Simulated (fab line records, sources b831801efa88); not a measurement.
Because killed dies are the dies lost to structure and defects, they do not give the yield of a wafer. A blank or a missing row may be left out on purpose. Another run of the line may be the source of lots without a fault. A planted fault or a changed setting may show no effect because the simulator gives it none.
Matching of chambers ; flow sfq_line ; rie_diel-01 running SFQ_TRILAYER_I0_VIA_BARC_OPEN_VIA_ETCH_046: 4 sister chambers
The step etches BARC in O2, target depth 125 nm, time 41.7 s. 14 wafers are shown with their chamber, then 7 later ones without.

== WAFERS PAIRED WITH THEIR CHAMBERS ==
wafer;chamber;drypump_motor_current_A (A);chamber_pressure_mTorr (mTorr);oes_product_au (a.u.)
L706.1;1;5.9;30.040;0.685
L706.2;2;6.2;30.024;0.683
L706.5;2;6.1;30.005;0.686
L708.1;2;6.2;29.994;0.686
L708.4;0;5.4;30.031;0.685
L708.6;0;5.4;30.006;0.680
L709.3;2;6.2;30.018;0.690
L709.4;0;5.4;30.008;0.684
L709.6;1;5.9;29.970;0.686
L710.1;1;5.9;29.983;0.677
L710.5;0;5.5;30.025;0.690
L710.6;3;5.3;29.954;0.690
L711.4;2;6.1;30.006;0.689
L711.5;2;6.1;30.032;0.678

SIGNATURES (averages over the wafers above)
reading;chamber 0;chamber 1;chamber 2;chamber 3;scatter within a chamber
drypump_motor_current_A;5.425;5.900;6.150;5.300;0.0474
chamber_pressure_mTorr;30.01750;29.99767;30.01317;29.95400;0.0205
oes_product_au;0.68475;0.68267;0.68533;0.69000;0.00441
Rule: a wafer's distance from a chamber is the root of the sum, over the readings, of the square of ((its reading less the chamber's mean) divided by the reading's scatter). If the next closest chamber is less than 2 further off than the closest, the wafer can't be placed; otherwise it belongs to the closest. How the scatter is found: for the shown wafers, subtract from each reading the mean of its chamber, square and add these, divide the total by (wafers less chambers), then take the root.

== WAFERS MISSING THEIR CHAMBER ==
wafer;drypump_motor_current_A (A);chamber_pressure_mTorr (mTorr);oes_product_au (a.u.)
L711.6;5.3;30.020;0.692
L712.1;6.1;30.019;0.682
L712.4;6.0;29.995;0.686
L712.6;6.0;30.017;0.678
L716.1;6.1;30.042;0.682
L716.2;5.4;30.021;0.684
L716.4;6.0;29.994;0.682

== EACH ONE'S CHAMBER ==
wafer;from the rows above;in truth
L711.6;can't be placed: 0 or 3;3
L712.1;2;2
L712.4;can't be placed: 1 or 2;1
L712.6;can't be placed: 1 or 2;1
L716.1;2;2
L716.2;0;0
L716.4;can't be placed: 1 or 2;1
3 of 7 placed correctly. Unplaceable from these rows: 4, with the true chamber sitting among the candidates in 4. Wrongly placed: 0.
